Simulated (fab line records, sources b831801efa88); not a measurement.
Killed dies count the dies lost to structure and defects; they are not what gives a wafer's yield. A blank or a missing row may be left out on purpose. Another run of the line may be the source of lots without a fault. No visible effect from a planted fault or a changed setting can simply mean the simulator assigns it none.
Comparing a struck lot with a sound one + flow sky130 + 15 steps out of a route of 708
Sound: these wafers, L157.1, L157.3, L157.6. Wafers L146.2, L146.5, L146.6 were the ones struck. At the end, the cause is stated.
For every step that has rows: the tool of each side, followed by ch and its chambers, followed by its first start. Under that, the readings that differ: sound wafers + struck wafers + difference of the means + sigmas: that difference in standard deviations of wafers without a fault.
alike: readings with means less than 2 such deviations apart, plus words and numbers identical on both sides. not compared: withheld readings, readings lacking a value on some wafer, bounds such as >300 that could conceal the same value, and numbers that have no deviation in the record and whose values overlap.
A row with sigmas, a row that says differs or no value, or rows on one side alone: a step with any of these is where the two part. Numbers that have no deviation but don't overlap get no sigmas and don't part them. Lack of a reading on every wafer of one side parts them only where that side has two or more wafers.

first, 8 steps without rows for these wafers: SKY_METAL3_DEHYDRATE_05 (time 60 s); SKY_METAL3_HMDS_06 (prime time 60 s); SKY_METAL3_COAT_07 (resist thk 60 nm); SKY_METAL3_COAT_08 (resist thk 1140 nm); SKY_METAL3_SOFTBAKE_09 (time 90 s); SKY_METAL3_EXPOSE_10 (exposes mask MM3, target cd 300 nm); SKY_METAL3_PEB_11; SKY_METAL3_DEVELOP_12 (develop time 60 s).
SKY_METAL3_CD_MEAS_13: target cd 300 nm.
  struck on cd-sem-01, day 42 01:10; sound on cd-sem-02, day 44 19:59
| reading    | sound             | struck            | difference | sigmas |
|------------|-------------------|-------------------|------------|--------|
| cd-nm (nm) | 303.1 302.5 302.5 | 299.8 298.5 298.2 | -3.9       | -3     |
SKY_METAL3_OVL_MEAS_14:
  struck on overlay-01, day 42 01:16; sound on overlay-01, day 44 20:07
  alike: METAL3_OVL
SKY_METAL3_DESCUM_15: chemistry O2, time 8 s.
  sound on rie-metal-03 ch 0,1, day 44 20:09; struck on rie-metal-02 ch 0,1, day 42 01:18
| reading               | sound             | struck            | difference | sigmas |
|-----------------------|-------------------|-------------------|------------|--------|
| oes-product-au (a.u.) | 0.993 0.999 0.997 | 1.013 1.015 1.017 | +0.019     | +2     |
  alike: drypump-motor-current-A, rf-fwd-power-W
  not compared: rf-hours-counter-h
SKY_METAL3_ETCH_16: etches BARC in N2/H2, stops on SiO2, time 88.2 s, target depth 60 nm.
  sound on rie-metal-03 ch 0,1, day 44 20:11; struck on rie-metal-02 ch 0,1, day 42 01:20
| reading    | sound           | struck            | difference | sigmas |
|------------|-----------------|-------------------|------------|--------|
| bias-w (W) | 100.0 99.8 99.9 | 101.2 100.8 100.3 | +0.9       | +3     |
  alike: chamber-pressure-mTorr, drypump-motor-current-A, oes-product-au, rf-fwd-power-W, throttle-valve-pct
  not compared: rf-hours-counter-h
SKY_METAL3_ETCH_17: etches SiO2 in C4F8/O2/Ar, stops on TiN, time 3.9 s, target depth 15 nm.
  sound on rie-diel-02 ch 2,3, day 44 20:17; struck on rie-diel-02 ch 1,2,3, day 42 01:26
  no value came back on the struck wafers for bias-w (W), chamber-pressure-mTorr (mTorr), oes-product-au (a.u.), rf-fwd-power-W (W); on the sound wafers bias-w (W) reads 1204 1199 1201
  not compared: rf-hours-counter-h
SKY_METAL3_METAL_ETCH_18: etches the open film in Cl2/BCl3, stops on SiO2, target depth 845 nm, time 183.1 s.
  sound on rie-metal-01 ch 0,1, day 44 20:18; struck on rie-metal-03 ch 0,1, day 42 01:27
  alike: bcl3-flow-sccm, bias-w, drypump-motor-current-A, oes-product-au, rf-fwd-power-W, throttle-valve-pct
  not compared: rf-hours-counter-h
-- the record jumps here: 7 days lie between the struck wafers' starts before and after (it left off in module METAL3 and takes up again in module PAD_OPEN, whose first step shown is number 708 of the route) --
SKY_PAD_OPEN_PROBE_99:
  struck on prober-01, day 48 16:58; sound on prober-02, day 50 20:01
| reading                  | sound          | struck         | difference | sigmas |
|--------------------------|----------------|----------------|------------|--------|
| defect-limited-yield (%) | 82.3 81.3 83.7 | 0 0 0          | -82        | -39    |
| killed_at_M0_to_M3       | 50 49 52       | 461 453 447    | +403       | +58    |
| killed-dies              | 87 92 80       | 492 492 492    | +406       | +41    |
| killed-on-rim            | 17 22 15       | 96 96 96       | +78        | +20    |
| sort_bin_5_function (%)  | 11.4 12.6 8.3  | 93.9 93.3 92.9 | +82.6      | +55    |
| sort-n-pass              | 405 400 412    | 0 0 0          | -406       | -41    |
| sort-yield-pct (%)       | 82.3 81.3 83.7 | 0 0 0          | -82        | -39    |
  alike: killed_at_M4_up, killed-at-contacts, killed-at-front-end, killed-at-other, killed-open, killed-short, sort_bin_3_pad_short, sort_bin_6_memory

## WHERE THEY PART
Earliest at SKY_METAL3_CD_MEAS_13; latest, in this record, at SKY_PAD_OPEN_PROBE_99.

WHY: the cause the simulator had injected
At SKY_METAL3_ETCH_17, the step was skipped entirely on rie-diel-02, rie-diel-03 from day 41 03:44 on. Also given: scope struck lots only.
